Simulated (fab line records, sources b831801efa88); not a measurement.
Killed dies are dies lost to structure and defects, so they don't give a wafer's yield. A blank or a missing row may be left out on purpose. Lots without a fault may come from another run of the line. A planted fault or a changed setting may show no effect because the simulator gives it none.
One fault seen from 2 desks | flow sky130 | each desk has only its own numbers; what lay behind them comes last

THE TOOL OWNER'S DESK: cmp-02
The tool's own readings at SKY_LI_CONTACT_CMP_02 (polishes PSG): means of the sampled wafers that have a number, for each lot that ran on this tool. A lot is out of limits, marked OUT, if its mean lies more than 4 standard deviations from the usual mean; the brackets give that distance.
Columns: A = edge_zone_pressure_frac at SKY_LI_CONTACT_CMP_02, usual 1.001; B = head_pressure_psi at SKY_LI_CONTACT_CMP_02, usual 3.998 psi; C = motor_current_A at SKY_LI_CONTACT_CMP_02, usual 11.4 A; D = time_to_endpoint_s at SKY_LI_CONTACT_CMP_02, usual 32.9 s
lot  | first seen here | A     | B     | C    | D
L867 | day 28 19:04    | 1.003 | 4.001 | 11.7 | 31.7
L869 | day 30 04:17    | 1.000 | 3.995 | 11.9 | 31.6
L875 | day 31 21:08    | 1.002 | 3.999 | 11.6 | 31.9
L874 | day 32 02:47    | 1.001 | 3.997 | 11.9 | 34.1
L876 | day 32 03:48    | 1.000 | 3.997 | 11.5 | 31.3
L886 | day 35 09:05    | 1.001 | 4.003 | 11.9 | 31.9
L888 | day 35 09:52    | 1.002 | 3.999 | 11.7 | 30.3
This desk's finding: nothing out of limits on any of the 7 lots.

THE METROLOGY DESK
What the gauges read, lot by lot, whatever tool the lot ran on: means of the sampled wafers that have a number. A lot is out of limits, marked OUT, if its mean lies more than 4 standard deviations from the usual mean; the brackets give that distance.
Columns: A = LI_CONTACT_BOW at SKY_LI_CONTACT_BOW_MEAS_03, usual 56 um; B = LOCAL_INTERCONNECT_TIN_RS at SKY_LOCAL_INTERCONNECT_RS_MEAS_01, usual 14.18 ohm/sq; C = CONTACT_OVL at SKY_CONTACT_OVL_MEAS_15, usual 1 nm
lot  | first seen here | A  | B     | C
L865 | day 28 01:59    | 53 | 14.19 | 9
L867 | day 28 19:19    | 55 | 13.81 | 5
L869 | day 30 04:35    | 65 | 14.25 | -0
L870 | day 30 15:38    | 54 | 14.06 | -2
L875 | day 31 21:23    | 51 | 14.12 | 2
L874 | day 32 02:59    | 55 | 14.31 | 8
L876 | day 32 04:05    | 49 | 14.11 | -4
L880 | day 33 15:14    | 69 | -     | -
L881 | day 33 19:50    | 76 | -     | -
L886 | day 35 09:20    | 60 | 13.84 | 0
L887 | day 35 09:38    | 54 | 14.31 | -2
L888 | day 35 10:02    | 61 | 14.24 | -1
This desk's finding: nothing out of limits on any of the 12 lots.

PUT TOGETHER
The tool owner's desk saw nothing out of limits.
The metrology desk saw nothing out of limits.

WHAT THE SIMULATOR HAD PUT IN
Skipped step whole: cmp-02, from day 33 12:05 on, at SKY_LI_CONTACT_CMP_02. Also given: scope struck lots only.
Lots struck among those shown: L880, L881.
